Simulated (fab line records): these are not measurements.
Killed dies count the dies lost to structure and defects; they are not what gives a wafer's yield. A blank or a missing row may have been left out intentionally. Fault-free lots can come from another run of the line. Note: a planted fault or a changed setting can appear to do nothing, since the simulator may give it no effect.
A lot that was struck, set against a sound lot | flow sfq line | 21 steps out of a route of 325
Sound: wafers L543.1, L543.5, L543.6. Struck: wafer L557.2 (left out: L557.1, a lot-mate that was not struck); the cause follows at the end.
For every step that has rows: the tool of each side, followed by ch and its chambers, followed by its first start. Under that, the readings that differ: sound wafers | struck wafers | difference of the means | sigmas: that difference in standard deviations of wafers without a fault.
alike: a reading whose means differ by less than 2 such deviations, as well as words and numbers matching on both sides. not compared: withheld readings; readings where some wafer has no value; bounds like >300 that might hide an equal value; numbers whose values overlap and for which the record gives no deviation.
Wherever a step has rows on one side only, a row that says differs or no value, or a row with sigmas, the two part there. Numbers that have no deviation but don't overlap get no sigmas and don't part them. A reading missing from all wafers of one side parts the sides only when that side holds two or more wafers.

first, 2 steps without rows for these wafers: SFQ_TRILAYER_M2_LITHO_PEB_060 (peb time 60 s); SFQ_TRILAYER_M2_LITHO_DEVELOP_059 (time 60 s).
SFQ_M2_OVL_MEAS_916:
  sound: overlay-02 at day 36 14:37; struck: overlay-01 at day 40 03:14
  alike: M2_OVL
SFQ_TRILAYER_M2_BARC_OPEN_METAL_ETCH_077: etches BARC in O2, target depth 125 nm, time 41.7 s.
  sound on rie metal-02 ch 0,1, day 36 14:39; struck on rie metal-03 ch 1, day 40 03:16
  alike: drypump motor current A, he backside leak sccm, oes product au
  not compared: rf hours counter h
then, 3 steps without rows for these wafers: SFQ_TRILAYER_M2_ETCH_METAL_ETCH_060 (etches Nb in Cl2/Ar, stops on SiO2, target depth 240 nm, time 120 s); SFQ_TRILAYER_M2_STRIP_STRIP_061 (strips in O2); SFQ_TRILAYER_M2_STRIP_SOLV_CLEAN_062 (cleans in NMP, time 600 s).
SFQ_TRILAYER_I2_DEP_PECVD_063: deposits SiO2 from SiH4/N2O, time 111.11 s, target thk 500 nm.
  sound on pecvd-04 ch 0,2, day 36 15:47; struck on pecvd-04 ch 1, day 40 04:14
  alike: heater power w, susceptor temp C, throttle valve pct
SFQ_TRILAYER_I2_CMP_CMP_064: polishes SiO2.
  sound on cmp-02 ch 0,1, day 36 17:23; struck on cmp-01 ch 1, day 40 07:25
  alike: edge zone pressure frac, motor current A, time to endpoint s
SFQ_I2_BOW_MEAS_917:
  sound: film metro-04 at day 36 19:53; struck: film metro-02 at day 40 09:25
  reading     | sound    | struck | difference | sigmas
  I2_BOW (um) | -8 -7 -5 | 12     | +19        | +2
SFQ_TRILAYER_I2_METRO_MEASURE_065:
  sound: film metro-04 at day 36 20:00; struck: film metro-02 at day 40 09:32
  alike: thk nm
then, 1 step without rows for these wafers: SFQ_TRILAYER_I2_VIA_LITHO_COAT_072 (resist thk 62 nm).
SFQ_TRILAYER_I2_VIA_LITHO_COAT_067: resist thk 650 nm.
  sound on litho track-04 ch 0, day 36 21:30; struck on litho track-04 ch 0, day 40 11:02
  reading                                                 | sound             | struck | difference | sigmas
  model.KrF_of_TRILAYER_I2_VIA_LITHO_COAT_067.thk nm (nm) | 651.6 650.5 650.9 | 624.2  | -26.8      |
then, 4 steps without rows for these wafers: SFQ_TRILAYER_I2_VIA_LITHO_SOFTBAKE_071; SFQ_TRILAYER_I2_VIA_LITHO_EXPOSE_068 (exposes mask I2, target cd 500 nm); SFQ_TRILAYER_I2_VIA_LITHO_PEB_070 (peb time 60 s); SFQ_TRILAYER_I2_VIA_LITHO_DEVELOP_069 (time 60 s).
-- the record jumps here: 6 days lie between the struck wafers' starts before and after --
SFQ_I2_OVL_MEAS_918:
  sound: overlay-01 at day 42 21:11; struck: overlay-02 at day 46 12:59
  alike: I2_OVL
then, 1 step without rows for these wafers: SFQ_TRILAYER_I2_VIA_BARC_OPEN_VIA_ETCH_096 (etches BARC in O2, target depth 125 nm, time 41.7 s).
SFQ_TRILAYER_I2_VIA_ETCH_VIA_ETCH_070: etches SiO2 in CHF3, stops on Nb, target depth 260 nm.
  sound on rie diel-03 ch 0,3, day 42 21:16; struck on rie diel-02 ch 0, day 46 13:04
  reading                                                 | sound           | struck | difference | sigmas
  model.KrF_of_TRILAYER_I2_VIA_LITHO_COAT_067.thk nm (nm) | 530.5 529 529.5 | 502.2  | -27.5      |
  alike: drypump motor current A, oes product au
SFQ_TRILAYER_I2_VIA_STRIP_STRIP_071: strips in O2.
  sound on rie metal-02 ch 1, day 42 21:23; struck on rie metal-02 ch 1, day 46 13:11
  alike: drypump motor current A, he backside leak sccm, oes product au
  not compared: rf hours counter h

== WHERE THEY PART ==
Only at SFQ_I2_BOW_MEAS_917, within this record. Later steps at which nothing parts them and some readings are alike: SFQ_TRILAYER_I2_METRO_MEASURE_065, SFQ_I2_OVL_MEAS_918, SFQ_TRILAYER_I2_VIA_ETCH_VIA_ETCH_070, SFQ_TRILAYER_I2_VIA_STRIP_STRIP_071.

WHY: the cause the simulator had injected
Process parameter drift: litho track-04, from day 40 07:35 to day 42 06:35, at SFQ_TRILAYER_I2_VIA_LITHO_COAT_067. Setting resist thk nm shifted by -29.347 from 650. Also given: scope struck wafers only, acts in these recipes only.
